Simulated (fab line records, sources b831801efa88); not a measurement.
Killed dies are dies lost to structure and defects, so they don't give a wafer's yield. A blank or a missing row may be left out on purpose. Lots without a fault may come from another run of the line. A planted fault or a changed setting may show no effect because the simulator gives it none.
A struck lot beside a sound one | flow sky130 | 21 steps out of a route of 708
Sound: wafers L272.1, L272.4, L272.5. Struck: wafers L262.4, L262.5, L262.6. The cause comes at the end.
At each step with rows: each side's tool, then ch and its chambers, then its first start. Under that, the readings that differ: sound wafers | struck wafers | difference of the means | sigmas: that difference in standard deviations of wafers without a fault.
alike: readings whose means differ by less than 2 such deviations, and words and numbers that are the same on both sides. not compared: withheld readings, readings that some wafer has no value for, bounds like >300 that may hide the same value, and numbers for which the record gives no deviation and whose values overlap.
The two part at a step that has a row with sigmas, a row that says differs or no value, or rows on one side only. Numbers that don't overlap but have no deviation are shown without sigmas and don't part them. A reading that every wafer of one side lacks parts them only if that side has two wafers or more.

first, 1 step without rows for these wafers: SKY_RES_XHIGH_IMPLANT_07.
SKY_RES_XHIGH_STRIP_08: strips in O2/N2.
  sound on plasma_asher-04 ch 0,1, day 32 14:05; struck on plasma_asher-04 ch 0,1, day 29 14:08
  alike: drypump_motor_current_A, oes_product_au, strip_time_to_endpoint_s
  not compared: rf_hours_counter_h
SKY_RES_XHIGH_TW_MEAS_09:
  sound on film_metro-04, day 32 14:11; struck on film_metro-02, day 29 14:14
  alike: RES_XHIGH_TW
then, 7 steps without rows for these wafers: SKY_SD_N_DEHYDRATE_00 (time 60 s); SKY_SD_N_HMDS_01 (prime time 60 s); SKY_SD_N_COAT_02 (resist thk 1140 nm); SKY_SD_N_SOFTBAKE_03 (time 60 s); SKY_SD_N_EXPOSE_04 (exposes mask NSDM, target cd 380 nm); SKY_SD_N_PEB_05; SKY_SD_N_DEVELOP_06 (develop time 60 s).
SKY_SD_N_CD_MEAS_07: target cd 380 nm.
  sound on cd_sem-02, day 33 17:28; struck on cd_sem-01, day 30 17:58
  alike: cd_nm
SKY_SD_N_OVL_MEAS_08:
  sound on overlay-01, day 33 17:35; struck on overlay-01, day 30 18:02
  alike: SD_N_OVL
SKY_SD_N_IMPLANT_09:
  sound on implanter-04 ch 0, day 33 17:37; struck on implanter-01 ch 0, day 30 18:08
  reading                   | sound                | struck               | difference | sigmas
  beam_energy_keV           | 50.013 50.028 50.011 | 47.722 47.741 47.733 | -2.285     | -99 or more
  model.implant.rp_nm (nm)  | 32.4 32.4 32.4       | 31.09 31.09 31.09    | -1.31      |
  model.implant.drp_nm (nm) | 14.11 14.11 14.11    | 13.63 13.63 13.63    | -0.48      |
  alike: end_station_pressure_torr
then, 1 step without rows for these wafers: SKY_SD_N_IMPLANT_10.
SKY_SD_N_STRIP_11: strips in O2/N2.
  sound on plasma_asher-01 ch 1, day 33 17:55; struck on plasma_asher-01 ch 0,1, day 30 18:23
  reading                      | sound             | struck            | difference | sigmas
  strip_time_to_endpoint_s (s) | 22.56 22.55 22.59 | 22.14 22.21 22.18 | -0.39      | -10
  alike: drypump_motor_current_A, oes_product_au
  not compared: rf_hours_counter_h
SKY_SD_N_TW_MEAS_12:
  sound on film_metro-04, day 33 18:01; struck on film_metro-04, day 30 18:29
  alike: SD_N_TW
then, 1 step without rows for these wafers: SKY_SD_N_CLEAN_13 (cleans in SC1/SC2, time 150 s).
SKY_SD_N_RTA_14: time 2 s.
  sound on rtp_anneal-02 ch 0, day 33 18:07; struck on rtp_anneal-02 ch 0, day 30 18:36
  reading          | sound                | struck               | difference | sigmas
  wafer_temp_C_max | 1077.8 1077.8 1077.3 | 1081.2 1082.6 1078.9 | +3.3       | +2
  alike: lamp_power_pct
SKY_SD_N_RS_MEAS_16: measures by four-point-probe.
  sound on film_metro-02, day 33 18:18; struck on film_metro-02, day 30 18:48
  reading          | sound             | struck            | difference | sigmas
  SD_N_RS (ohm/sq) | 68.49 68.74 68.58 | 70.36 70.38 70.19 | +1.71      | +13
SKY_SD_N_RS_MEAS_17: measures by four-point-probe.
  sound on film_metro-02, day 33 18:25; struck on film_metro-02, day 30 18:55
  alike: SD_P_RS
-- the record jumps here: 17 days lie between the struck wafers' starts before and after (it left off in module SD_N and takes up again in module PAD_OPEN, whose first step shown is number 708 of the route) --
SKY_PAD_OPEN_PROBE_99:
  sound on prober-01, day 49 22:17; struck on prober-01, day 47 21:07
  reading                            | sound             | struck            | difference | sigmas
  killed_dies                        | 76 73 73          | 92 106 85         | +20        | +2
  model.etest.res_ndiff.rs_ohm_sq    | 120.2 118.9 119.4 | 123.5 122 123.2   | +3.4       |
  model.etest.res_ndiff_hv.rs_ohm_sq | 113.3 113.5 112.5 | 116.7 117.4 116.5 | +3.8       |
  alike: killed_at_M0_to_M3, killed_at_M4_up, killed_at_contacts, killed_at_front_end, killed_at_other, killed_open, killed_short

WHERE THEY PART
First at SKY_SD_N_IMPLANT_09; last, within this record, at SKY_PAD_OPEN_PROBE_99.

WHY: what the simulator had put in
Process parameter drift: implanter-01, from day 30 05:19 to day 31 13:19, at SKY_SD_N_IMPLANT_09. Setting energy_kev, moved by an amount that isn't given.
